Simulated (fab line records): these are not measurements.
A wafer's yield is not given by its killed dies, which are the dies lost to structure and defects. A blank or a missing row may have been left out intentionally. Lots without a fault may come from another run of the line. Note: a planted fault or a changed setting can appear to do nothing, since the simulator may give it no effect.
Struck lot and sound lot, side by side | flow gf180mcu | 15 out of 602 route steps
Sound: the wafers L105.1, L105.2, L105.3. Struck: wafers L992.2, L992.5, L992.6. Last of all comes the cause.
For every step that has rows: the tool of each side, followed by ch and its chambers, followed by its first start. Under that, the readings that differ: sound wafers | struck wafers | difference of the means | sigmas: that difference in standard deviations of wafers without a fault.
alike: readings whose means differ by less than 2 such deviations, and words and numbers that are the same on both sides. not compared: withheld readings, readings that some wafer has no value for, bounds like >300 that may hide the same value, and numbers for which the record gives no deviation and whose values overlap.
A row with sigmas, a row that says differs or no value, or rows on one side alone: a step with any of these is where the two part. Numbers that have no deviation but don't overlap get no sigmas and don't part them. A reading that every wafer of one side lacks parts them only if that side has two wafers or more.

GF_V1_BOW_MEAS_05:
  sound: film-metro-01 at day 24 20:46; struck: film-metro-01 at day 20 13:46
  alike: V1_BOW
then, 8 steps without rows for these wafers: GF_V1_DEHYDRATE_06 (time 60 s); GF_V1_HMDS_07 (prime time 60 s); GF_V1_COAT_08; GF_V1_COAT_09 (resist thk 1000 nm); GF_V1_SOFTBAKE_10 (time 60 s); GF_V1_EXPOSE_11 (exposes mask Via1, target cd 260 nm); GF_V1_PEB_12 (peb time 90 s); GF_V1_DEVELOP_13 (develop time 60 s).
GF_V1_CD_MEAS_14: the cd target is 260 nm.
  sound: cd-sem-01 at day 25 18:23; struck: cd-sem-02 at day 21 13:54
  alike: cd-nm
GF_V1_OVL_MEAS_15:
  sound: overlay-01 at day 25 18:31; struck: overlay-01 at day 21 14:01
  alike: V1_OVL
GF_V1_ETCH_16: etches BARC in N2/H2.
  sound on rie-diel-02 ch 1,2,3, day 25 18:32; struck on rie-diel-01 ch 0,1,2, day 21 14:02
  alike: bias-w, chamber-pressure-mTorr, drypump-motor-current-A, oes-product-au, throttle-valve-pct
GF_V1_ETCH_17: etches SiO2 in C4F8/O2/Ar, stops on TiN, target depth 630 nm.
  sound on rie-diel-02 ch 1,2,3, day 25 18:00; struck on rie-diel-01 ch 0,1,2, day 21 14:00
  no value came back on the struck wafers for bias-w (W), chamber-pressure-mTorr (mTorr), oes-product-au (a.u.); on the sound wafers bias-w (W) reads 1199 1203 1193
GF_V1_STRIP_18: strips in O2/N2.
  sound on plasma-asher-03 ch 0,1, day 25 18:40; struck on plasma-asher-03 ch 0,1, day 21 14:10
  reading               | sound             | struck            | difference | sigmas
  oes-product-au (a.u.) | 0.593 0.584 0.596 | 0.671 0.671 0.672 | +0.080     | +16
  alike: chamber-pressure-mTorr, drypump-motor-current-A, heater-power-w
  not compared: rf-hours-counter-h
then, 1 step without rows for these wafers: GF_V1_STRIP_19 (strips in post etch residue remover, time 1200 s).

WHERE THEY PART
Last at GF_V1_STRIP_18 as far as this record goes, first at GF_V1_ETCH_17.

WHY: what the simulator had put in
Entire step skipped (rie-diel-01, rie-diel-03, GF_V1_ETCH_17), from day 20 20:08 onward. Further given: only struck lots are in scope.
